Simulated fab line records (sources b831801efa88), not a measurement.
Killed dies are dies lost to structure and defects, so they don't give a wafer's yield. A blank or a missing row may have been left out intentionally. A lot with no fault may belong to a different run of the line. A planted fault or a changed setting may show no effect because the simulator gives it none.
Code-filled problem report in 8D (eight disciplines) form	flow sky130	the parts of the form that need people (team, actions taken, sign-off) are left out

== 1. THE PROBLEM ==
plate-temp-C at SKY_POLY_CUT_SOFTBAKE_04 reads a mean of 104.50 C on 9 wafers of 3 lots; wafers without a fault read 99.99 C with a standard deviation of 0.14. Measured from the usual mean, that is +32 standard deviations.
The step: time 90 s.
First seen on wafer L825.2, day 30 09:00, on litho-track-02. Wafers with a number at this step in the record: 42, from 14 lots. Rule for "out", or "out of limits": more than 4 standard deviations from the usual mean. Any other wafer with a number is counted as sound.

== 2. WHAT IT IS; WHAT IT IS NOT ==
question	is	is not
which readings at this step	plate-temp-C, heater-power-total-W	-
which lots	L825, L827, L828	L807, L810, L812, L813, L814, L816, L818, L819, L826, L829, L830
which wafers of those lots	all that have a number	-
read on which tools	litho-track-02	litho-track-04
when	from day 30 09:00	up to then (24 sound wafers); but 9 sound wafers of L826, L829, L830 came after

== 3. WHAT RULES OUT EACH SUSPECT ==
Counting: a tool at any process step up to the reading remains a suspect when it ran all the lots that are out and ran no sound lot after the first of those.
- litho-track-02 at SKY_POLY_CUT_SOFTBAKE_04 (time 90 s): kept. Every lot that is out went through it, starting with L825 (day 30 09:00), and after that it ran no sound lot; the last sound lot it ran before then is L816 (day 26 23:00). On those wafers its own readings are out: heater-power-total-W, plate-temp-C.
After counting, what remains is litho-track-02 at SKY_POLY_CUT_SOFTBAKE_04.

== 4. THE CAUSE (what the simulator had put in) ==
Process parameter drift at SKY_POLY_CUT_SOFTBAKE_04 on litho-track-02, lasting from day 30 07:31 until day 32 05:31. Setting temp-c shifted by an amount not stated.
After counting, this tool was the only one left.

== 5. THE EFFECT CHAIN, in route order ==
Rows list readings where the struck wafers' mean (over those with a number) sits beyond 3 standard deviations from the usual. Only readings for which the record gives a usual standard deviation are gone through. hours: the time from each lot's start at the first step in this table that gives one to its start at this step, as a median over the lots. sigmas: the change in usual standard deviations.
hours	step	reading	usual	on struck wafers	change	sigmas
0	SKY_POLY_CUT_SOFTBAKE_04	heater-power-total-W	57.35 W	60.92	+3.57	+32
0	SKY_POLY_CUT_SOFTBAKE_04	plate-temp-C	99.99 C	104.50	+4.51	+32
It contains these process steps:
- SKY_POLY_CUT_SOFTBAKE_04: time 90 s.
Later steps that measure or inspect, where all struck wafers having a row at the step show a number for every such reading and not one has moved that far: SKY_SD_P_OVL_MEAS_08.

== 6. HOW IT WOULD HAVE BEEN CAUGHT EARLIER ==
In this record the first reading out of limits was taken at day 30 09:00, 1 hour after the fault began at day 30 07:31.
